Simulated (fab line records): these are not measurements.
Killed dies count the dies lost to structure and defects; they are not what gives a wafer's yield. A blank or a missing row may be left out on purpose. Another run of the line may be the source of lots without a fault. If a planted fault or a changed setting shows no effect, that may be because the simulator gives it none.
Split-lot study | flow sky130 | 23 wafers read across 5 lots, on a route 708 steps long

## SPLIT DETAILS
At SKY_FIELD_ISO_WET_ETCH_28 (etches SiO2 in dHF, target depth 23.7 nm, time 47 s), the setting time s was moved away from the recipe's 47 s on 20 of the 23 wafers read, by -14.4% to +14.7%. All remaining wafers had this setting at the recipe value.

Reading taken at the split's own step.

## THE READING
SiO2_of_FIELD_ISO_CVD_24.thk nm (the simulator's own value, which no gauge read), in nm, at SKY_FIELD_ISO_WET_ETCH_28 (etches SiO2 in dHF, target depth 23.7 nm, time 47 s). No usual value for it is given in the file. The 3 wafers here that ran the recipe average 434.2 nm, standard deviation 0.46 nm.

wafer  | tool, chamber at the split | time s as run, s | against the recipe | SiO2_of_FIELD_ISO_CVD_24.thk nm, nm | against lot-mates on the recipe
L074.1 | -, -                       | 53.93            | +14.7%             | 431.7                               | no lot-mate on the recipe
L074.3 | -, -                       | 53.93            | +14.7%             | 431.1                               | no lot-mate on the recipe
L074.4 | -, -                       | 53.93            | +14.7%             | 430.1                               | no lot-mate on the recipe
L074.5 | -, -                       | 53.93            | +14.7%             | 430.9                               | no lot-mate on the recipe
L074.6 | -, -                       | 53.93            | +14.7%             | 430.6                               | no lot-mate on the recipe
L080.1 | -, -                       | 40.25            | -14.4%             | 437.2                               | no lot-mate on the recipe
L080.2 | -, -                       | 40.25            | -14.4%             | 438.1                               | no lot-mate on the recipe
L080.3 | -, -                       | 40.25            | -14.4%             | 436.2                               | no lot-mate on the recipe
L080.4 | -, -                       | 40.25            | -14.4%             | 437.6                               | no lot-mate on the recipe
L080.5 | -, -                       | 40.25            | -14.4%             | 437.9                               | no lot-mate on the recipe
L081.1 | wet bench-02, 3            | 47               | recipe             | 434.4                               | -
L081.3 | wet bench-02, 3            | 47               | recipe             | 433.6                               | -
L081.6 | wet bench-02, 3            | 47               | recipe             | 434.7                               | -
L083.1 | -, -                       | 43.32            | -7.8%              | 437                                 | no lot-mate on the recipe
L083.2 | -, -                       | 43.32            | -7.8%              | 435                                 | no lot-mate on the recipe
L083.3 | -, -                       | 43.32            | -7.8%              | 434.9                               | no lot-mate on the recipe
L083.4 | -, -                       | 43.32            | -7.8%              | 436.5                               | no lot-mate on the recipe
L083.6 | -, -                       | 43.32            | -7.8%              | 434.8                               | no lot-mate on the recipe
L085.1 | -, -                       | 51.32            | +9.2%              | 433.3                               | no lot-mate on the recipe
L085.2 | -, -                       | 51.32            | +9.2%              | 430.4                               | no lot-mate on the recipe
L085.3 | -, -                       | 51.32            | +9.2%              | 431.8                               | no lot-mate on the recipe
L085.4 | -, -                       | 51.32            | +9.2%              | 432.1                               | no lot-mate on the recipe
L085.5 | -, -                       | 51.32            | +9.2%              | 432.5                               | no lot-mate on the recipe

THE FIT
A straight line over all 23 wafers: SiO2_of_FIELD_ISO_CVD_24.thk nm changes by -0.221 nm for each +1% of time s; r = -0.95; the points scatter about the line by 0.8 nm.
Too few moved wafers have a lot-mate on the recipe to fit a line with each lot's own level taken away.

## THE FILE'S OWN FIT
SiO2_of_FIELD_ISO_CVD_24.thk nm changes by -0.221 nm for each +1% of time s, r = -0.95.
